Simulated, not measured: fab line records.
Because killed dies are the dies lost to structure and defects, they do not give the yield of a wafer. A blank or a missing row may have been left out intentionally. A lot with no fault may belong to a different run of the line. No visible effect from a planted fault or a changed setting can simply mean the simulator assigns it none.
Chamber matching | flow gf180mcu | cmp-01 running GF_V4_CMP_04: 4 sister chambers
The step polishes SiO2. 14 wafers are shown with their chamber, then 7 later ones without.

EACH WAFER AND ITS CHAMBER
wafer  | chamber | motorCurrentA (A) | timeToEndpointS (s)
L310.2 | 2       | 11.8              | 87
L310.4 | 3       | 10.8              | 82
L310.6 | 1       | 12.5              | 87
L316.1 | 2       | 12.5              | 82
L316.4 | 1       | 12.4              | 84
L316.5 | 2       | 12.3              | 75
L315.2 | 3       | 11.7              | 73
L315.3 | 0       | 12.0              | 76
L315.5 | 0       | 12.3              | 78
L318.3 | 0       | 12.2              | 82
L318.4 | 2       | 12.9              | 81
L318.5 | 1       | 12.4              | 92
L320.4 | 0       | 12.1              | 74
L320.5 | 2       | 11.8              | 91

SIGNATURES (averages over the wafers above)
reading         | chamber 0 | chamber 1 | chamber 2 | chamber 3 | scatter within a chamber
motorCurrentA   | 12.150    | 12.433    | 12.260    | 11.250    | 0.368
timeToEndpointS | 77.50     | 87.67     | 83.20     | 77.50     | 5.07
Rule: distance of a wafer from a chamber = root of the sum over the readings of ((wafer's reading minus chamber's mean) / reading's scatter) squared. If the next closest chamber is less than 2 further off than the closest, the wafer can't be placed; otherwise it belongs to the closest. How the scatter is found: for the shown wafers, subtract from each reading the mean of its chamber, square and add these, divide the total by (wafers less chambers), then take the root.

WAFERS WITH NO CHAMBER GIVEN
wafer  | motorCurrentA (A) | timeToEndpointS (s)
L320.6 | 12.8              | 88
L324.1 | 11.2              | 71
L324.3 | 12.5              | 82
L324.4 | 12.2              | 85
L325.2 | 13.3              | 77
L325.3 | 12.4              | 72
L325.5 | 11.6              | 85

WHICH CHAMBER EACH WENT THROUGH
wafer  | from the rows above               | in truth
L320.6 | can't be placed: 1 or 2 or 0      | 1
L324.1 | can't be placed: 3 or 0           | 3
L324.3 | can't be placed: 2 or 1 or 0      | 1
L324.4 | can't be placed: 2 or 1 or 0      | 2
L325.2 | can't be placed: 2 or 0 or 1      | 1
L325.3 | can't be placed: 0 or 2 or 1      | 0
L325.5 | can't be placed: 3 or 2 or 0 or 1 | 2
Correctly placed: 0 of 7. From these rows, 7 cannot be placed; in 7 the true chamber is one of the candidates. Wrongly placed: 0.
